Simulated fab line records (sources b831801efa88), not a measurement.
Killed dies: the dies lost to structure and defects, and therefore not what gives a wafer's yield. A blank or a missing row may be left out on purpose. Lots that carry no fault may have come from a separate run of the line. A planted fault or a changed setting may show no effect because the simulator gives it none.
Split-lot trial | flow gf180mcu | route with 602 steps; 5 lots, 23 wafers read

## THE SPLIT
At GF_STI_COAT_07 (resist thk 700 nm), the setting resistThkNm was moved away from the recipe's 700 nm on 11 of the 23 wafers read, by -4.8% to +5.9%. The other wafers ran this setting at the recipe's value.

## FROM THE SPLIT TO THE READING: what the file shows between them, 4 steps
- GF_STI_SOFTBAKE_08: time 60 s
- GF_STI_EXPOSE_09: exposes mask COMP, target cd 220 nm
- GF_STI_DEVELOP_11: develop time 60 s
- GF_STI_ETCH_13: etches the open film in CHF3/O2, stops on Si, target depth 282.31 nm, time 112.9 s

## THE READING
KrF_of_STI_COAT_07.thkNm (the simulator's own value, which no gauge read), in nm, at GF_STI_ETCH_14 (etches Si in HBr/Cl2/O2, target depth 360 nm, time 102.9 s). No usual value for it is given in the file. Across the 12 wafers here that went through the recipe, the average is 323.3 nm and the standard deviation 10 nm.

wafer  | tool, chamber at the split | resistThkNm as run, nm | against the recipe | KrF_of_STI_COAT_07.thkNm, nm | against lot-mates on the recipe
L076.1 | lithoTrack-02, 0           | 715.8                  | +2.3%              | 336                          | +8.1
L076.3 | lithoTrack-02, 0           | 700                    | recipe             | 329                          | -
L076.4 | lithoTrack-02, 0           | 715.8                  | +2.3%              | 335.5                        | +7.6
L076.5 | lithoTrack-02, 0           | 700                    | recipe             | 335.6                        | -
L076.6 | lithoTrack-02, 0           | 700                    | recipe             | 319.1                        | -
L077.1 | lithoTrack-01, 0           | 741.2                  | +5.9%              | 365.1                        | +62.9
L077.3 | lithoTrack-01, 0           | 741.2                  | +5.9%              | 362.3                        | +60.1
L077.4 | lithoTrack-01, 0           | 741.2                  | +5.9%              | 343.1                        | +40.9
L077.5 | lithoTrack-01, 0           | 700                    | recipe             | 300.7                        | -
L077.6 | lithoTrack-01, 0           | 700                    | recipe             | 303.8                        | -
L079.1 | lithoTrack-04, 0           | 666.2                  | -4.8%              | 288.1                        | -38.7
L079.2 | lithoTrack-04, 0           | 666.2                  | -4.8%              | 288                          | -38.8
L079.3 | lithoTrack-04, 0           | 700                    | recipe             | 324.4                        | -
L079.4 | lithoTrack-04, 0           | 700                    | recipe             | 329.2                        | -
L079.5 | lithoTrack-04, 0           | 666.2                  | -4.8%              | 290                          | -36.8
L080.1 | lithoTrack-02, 0           | 683.3                  | -2.4%              | 303                          | -21.9
L080.2 | lithoTrack-02, 0           | 700                    | recipe             | 321.7                        | -
L080.4 | lithoTrack-02, 0           | 700                    | recipe             | 328                          | -
L080.5 | lithoTrack-02, 0           | 683.3                  | -2.4%              | 306.2                        | -18.7
L080.6 | lithoTrack-02, 0           | 683.3                  | -2.4%              | 312.6                        | -12.2
L082.2 | lithoTrack-04, 0           | 700                    | recipe             | 330.6                        | -
L082.5 | lithoTrack-04, 0           | 700                    | recipe             | 331.3                        | -
L082.6 | lithoTrack-04, 0           | 700                    | recipe             | 326                          | -

THE FIT
A straight line over all 23 wafers: KrF_of_STI_COAT_07.thkNm changes by +6.29 nm for each +1% of resistThkNm; r = +0.91; the points scatter about the line by 8.9 nm.
The same after taking each lot's own level away (the mean of its wafers on the recipe; 23 wafers): +8.34 nm for each +1%; r = +0.97; scatter 6.5 nm.
Per that fit: largest resistThkNm move, reading shift of 49 nm.
From 302.25 to 329.30 nm: that is the span of the lots' own levels, equal to 2.6 times the standard deviation above.
In other words, the slope is changed by the lot-to-lot level; the two fits disagree.
Check: with one of the wafers moved furthest among these (+5.9%) left out of the fit, the line predicts +45.7 nm for it against its lot-mates. It came out at +62.9 nm against them.

## THE WHOLE CHAIN: every reading that the file lists as answering this split, in the file's order
step            | what it does                                                                       | reading                                                                   | change (the file's fit)              | r (the file's)
GF_STI_COAT_07  | resist thk 700 nm                                                                  | KrF_of_STI_COAT_07.thkNm (the simulator's own value, which no gauge read) | +7.01 nm for each +1% of the setting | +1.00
GF_STI_ETCH_13  | etches the open film in CHF3/O2, stops on Si, target depth 282.31 nm, time 112.9 s | KrF_of_STI_COAT_07.thkNm (the simulator's own value, which no gauge read) | +7.28 nm for each +1% of the setting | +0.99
GF_STI_ETCH_14  | etches Si in HBr/Cl2/O2, target depth 360 nm, time 102.9 s                         | KrF_of_STI_COAT_07.thkNm (the simulator's own value, which no gauge read) | +8.21 nm for each +1% of the setting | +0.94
GF_STI_STRIP_15 | strips in O2/N2                                                                    | stripTimeToEndpointS                                                      | withheld for each +1% of the setting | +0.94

## THE FILE'S OWN FIT
KrF_of_STI_COAT_07.thkNm changes by +8.21 nm for each +1% of resistThkNm, r = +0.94.
